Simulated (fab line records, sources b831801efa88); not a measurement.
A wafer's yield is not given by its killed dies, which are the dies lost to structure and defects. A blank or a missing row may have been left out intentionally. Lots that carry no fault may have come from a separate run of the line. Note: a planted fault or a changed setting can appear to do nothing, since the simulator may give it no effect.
Comparing a struck lot with a sound one    flow sky130    17 out of 708 route steps
Sound: the wafers L853.1, L853.4, L853.5. The struck wafers were L872.2, L872.3, L872.4. At the end, the cause is stated.
For every step that has rows: the tool of each side, followed by ch and its chambers, followed by its first start. Under that, the readings that differ: sound wafers    struck wafers    difference of the means    sigmas: that difference in standard deviations of wafers without a fault.
alike: a reading whose means differ by less than 2 such deviations, as well as words and numbers matching on both sides. not compared: withheld readings; readings where some wafer has no value; bounds like >300 that might hide an equal value; numbers whose values overlap and for which the record gives no deviation.
The two part at a step that has a row with sigmas, a row that says differs or no value, or rows on one side only. Numbers that have no deviation but don't overlap get no sigmas and don't part them. A reading that every wafer of one side lacks parts them only if that side has two wafers or more.

first, 1 step without rows for these wafers: SKY_SD_P_DEVELOP_06 (develop time 60 s).
SKY_SD_P_CD_MEAS_07 targets a cd of 380 nm.
  sound on cd-sem-02, day 25 16:48; struck on cd-sem-02, day 32 09:47
  alike: cd-nm
SKY_SD_P_OVL_MEAS_08:
  sound on overlay-02, day 25 16:55; struck on overlay-02, day 32 09:53
  alike: SD_P_OVL
next, for these wafers, 1 step has no rows: SKY_SD_P_IMPLANT_09.
SKY_SD_P_STRIP_10: strips in O2/N2.
  sound on plasma-asher-03 ch 0,1, day 25 17:07; struck on plasma-asher-03 ch 0,1, day 32 10:04
  alike: drypump-motor-current-A, oes-product-au, strip-time-to-endpoint-s
  not compared: rf-hours-counter-h
SKY_SD_P_TW_MEAS_11:
  sound on film-metro-01, day 25 17:13; struck on film-metro-02, day 32 10:10
  alike: SD_P_TW
then, 6 steps without rows for these wafers: SKY_RES_XHIGH_DEHYDRATE_00 (time 60 s); SKY_RES_XHIGH_HMDS_01 (prime time 60 s); SKY_RES_XHIGH_COAT_02 (resist thk 1140 nm); SKY_RES_XHIGH_SOFTBAKE_03 (time 60 s); SKY_RES_XHIGH_EXPOSE_04 (exposes mask URPM, target cd 1270 nm); SKY_RES_XHIGH_PEB_05.
SKY_RES_XHIGH_DEVELOP_06: develop time 60 s.
  sound on litho-track-02 ch 0, day 26 22:20; struck on litho-track-02 ch 0, day 33 13:07
next, for these wafers, 1 step has no rows: SKY_RES_XHIGH_IMPLANT_07.
SKY_RES_XHIGH_STRIP_08: strips in O2/N2.
  sound on plasma-asher-03 ch 0,1, day 26 22:38; struck on plasma-asher-01 ch 0,1, day 33 13:23
  alike: drypump-motor-current-A, oes-product-au, strip-time-to-endpoint-s
  not compared: rf-hours-counter-h
SKY_RES_XHIGH_TW_MEAS_09:
  sound on film-metro-03, day 26 22:44; struck on film-metro-03, day 33 13:30
reading       sound           struck    difference  sigmas
RES_XHIGH_TW  1638 1636 1637  30 30 30  -1607       -99 or more
then, 1 step without rows for these wafers: SKY_SD_N_DEHYDRATE_00 (time 60 s).

## WHERE THEY PART
At SKY_RES_XHIGH_TW_MEAS_09 and nowhere else, as far as this record goes.

WHY: what the simulator had put in
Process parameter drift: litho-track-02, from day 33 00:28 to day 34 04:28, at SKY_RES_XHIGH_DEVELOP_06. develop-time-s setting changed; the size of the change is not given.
